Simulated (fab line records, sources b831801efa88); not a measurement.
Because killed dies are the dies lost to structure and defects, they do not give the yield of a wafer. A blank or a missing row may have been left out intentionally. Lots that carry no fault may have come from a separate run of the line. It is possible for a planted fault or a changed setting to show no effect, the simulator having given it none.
The same fault as seen by 2 desks    flow sky130    every desk sees just its own numbers, and what lay behind them comes last

TOOL OWNER'S DESK, hdpcvd-01
The tool's own readings at SKY_VIA4_HDPCVD_00 (deposits SiO2, target thk 1750 nm, time 291.7 s): means of the sampled wafers that have a number, for each lot that ran on this tool. Marked OUT: a lot whose mean sits more than 4 standard deviations from the usual mean, which makes it out of limits; the brackets give that distance.
Columns: A = sih4_flow_sccm at SKY_VIA4_HDPCVD_00, usual 60.02 sccm
lot   first seen here  A
L176  day 41 15:17     59.87
L178  day 42 02:33     60.11
L185  day 44 06:53     59.99
L186  day 44 11:30     59.93
L189  day 45 12:18     60.10
L191  day 45 21:22     90.14 (+99 or more) OUT
L193  day 46 09:20     90.00 (+99 or more) OUT
L194  day 46 14:13     90.10 (+99 or more) OUT
This desk's finding: out of limits on L191, L193, L194; first on L191, day 45 21:22 (sih4_flow_sccm at SKY_VIA4_HDPCVD_00). L176, L178, L185, L186, L189: within limits.

FROM THE METROLOGY DESK
What the gauges read, lot by lot, whatever tool the lot ran on: means of the sampled wafers that have a number. Marked OUT: a lot whose mean sits more than 4 standard deviations from the usual mean, which makes it out of limits; the brackets give that distance.
Columns: A = VIA4_HDPCVD_THK at SKY_VIA4_THK_MEAS_01, usual 1751 nm
lot   first seen here  A
L176  day 41 15:28     1743
L178  day 42 02:44     1769
L181  day 43 20:58     1754
L185  day 44 07:04     1745
L186  day 44 11:41     1763
L189  day 45 12:29     1748
L191  day 45 21:33     2612 (+54) OUT
L192  day 46 02:58     1757
L193  day 46 09:31     2638 (+55) OUT
L194  day 46 14:20     2598 (+53) OUT
L197  day 47 17:35     1743
This desk finds L191, L193, L194 out of limits, with the earliest case on L191 at day 45 21:33 (VIA4_HDPCVD_THK at SKY_VIA4_THK_MEAS_01). L176, L178, L181, L185, L186, L189, L192, L197: within limits.

ALL TOGETHER
An alarm could have come from the tool owner's desk at day 45 21:22, on L191, L193, L194.
Metrology desk: alarm possible at day 45 21:33 on L191, L193, L194.
The lots listed all ran SKY_VIA4_HDPCVD_00 on hdpcvd-01.

WHAT THE SIMULATOR HAD INSERTED
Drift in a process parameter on hdpcvd-01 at SKY_VIA4_HDPCVD_00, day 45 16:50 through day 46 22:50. Setting sih4_flow_sccm, moved by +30, from 60. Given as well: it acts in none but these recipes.
Struck lots among those shown: L191, L193, L194.
Fault start to first reading out of limits, in hours, per desk: tool owner, 5; metrology, 5.
